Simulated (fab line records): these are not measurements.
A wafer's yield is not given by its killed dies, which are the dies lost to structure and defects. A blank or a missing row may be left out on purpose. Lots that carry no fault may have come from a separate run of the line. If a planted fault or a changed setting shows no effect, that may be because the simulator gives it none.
Problem report in the 8D (eight disciplines) form, filled by code -- flow sfqLine -- the parts of the form that need people (team, actions taken, sign-off) are left out

## 1. WHAT IS WRONG
Wafers free of any fault read 0.891 ohm/sq (standard deviation 0.0086) for M0_NB_RS at SFQ_M0_RS_MEAS_904, against a mean of 1.143 ohm/sq on 2 wafers of 2 lots. That puts it +29 standard deviations away from the usual mean.
The step: measures by four-point-probe.
First observed at day 13 07:43: wafer L722.3, on filmMetro-01. The record holds 42 wafers of 14 lots with a number at this step. Rule for "out", or "out of limits": more than 4 standard deviations from the usual mean. The other wafers with a number count as sound.

## 2. WHAT IT IS; WHAT IT IS NOT
question,is,is not
which readings at this step,M0_NB_RS,-
which lots,"L722, L723","L704, L705, L706, L707, L708, L710, L711, L712, L714, L718, L719, L727"
which wafers of those lots,"L722.3, L723.4","L722.2, L722.5, L723.2, L723.5"
read on which gauges,"filmMetro-01, filmMetro-02",filmMetro-03
when,from day 13 07:43,"up to then (35 sound wafers); but 5 sound wafers of L723, L727 came after"

## 3. WHAT RULES OUT EACH SUSPECT
Counting: any tool at a process step up to the reading remains a suspect provided it ran every lot that is out. Sound lots after the first of them don't rule it out here, since some wafers of a struck lot are sound.
- ruled out: the gauge at SFQ_M0_RS_MEAS_904. The wafers that are out were read on 2 gauges (filmMetro-01, filmMetro-02).
- pvdSputter-06 at SFQ_TRILAYER_M0_DEP_SPUTTER_019 (material Nb, target thk 200 nm, time 133.3 s): kept. It processed each lot that is out (first: L722, day 13 07:37); up to then, its last sound lot is L719 (day 12 05:17).
After counting, what remains is pvdSputter-06 at SFQ_TRILAYER_M0_DEP_SPUTTER_019.

## 4. THE CAUSE (what the simulator had put in)
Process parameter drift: pvdSputter-06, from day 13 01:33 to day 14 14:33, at SFQ_TRILAYER_M0_DEP_SPUTTER_019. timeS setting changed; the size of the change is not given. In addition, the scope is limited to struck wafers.
The count eliminated every tool but this one.

## 5. THE EFFECT CHAIN, in route order
Each row: a reading where the mean over the struck wafers with a number is more than 3 standard deviations away from the usual. Only readings for which the record gives a usual standard deviation are gone through. hours: the time from each lot's start at the first step in this table that gives one to its start at this step, as a median over the lots. sigmas: the change in usual standard deviations.
hours,step,reading,usual,on struck wafers,change,sigmas
0,SFQ_M0_RS_MEAS_904,M0_NB_RS,0.891 ohm/sq,1.143,+0.252,+29
133,SFQ_TRILAYER_M0_ETCH_METAL_ETCH_024,oesProductAu,0.894 a.u.,0.778,-0.116,-18
Process steps it contains:
- SFQ_TRILAYER_M0_ETCH_METAL_ETCH_024: etches Nb in Cl2/Ar, stops on SiO2, target depth 240 nm, time 120 s.

## 6. HOW IT WOULD HAVE BEEN CAUGHT EARLIER
In this record the first reading out of limits at a measuring or inspecting step was taken at day 13 07:43, 6 hours after the fault began at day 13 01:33.
Tool readings at SFQ_TRILAYER_M0_DEP_SPUTTER_019 with a usual standard deviation given in the record: none out on any struck wafer, hence no alarm at a limit of 4 standard deviations on them.
L723, from the lots that are out (2), started SFQ_TRILAYER_M0_DEP_SPUTTER_019 on pvdSputter-06 later than day 13 07:43. Putting the tool on hold at that point would have spared it.
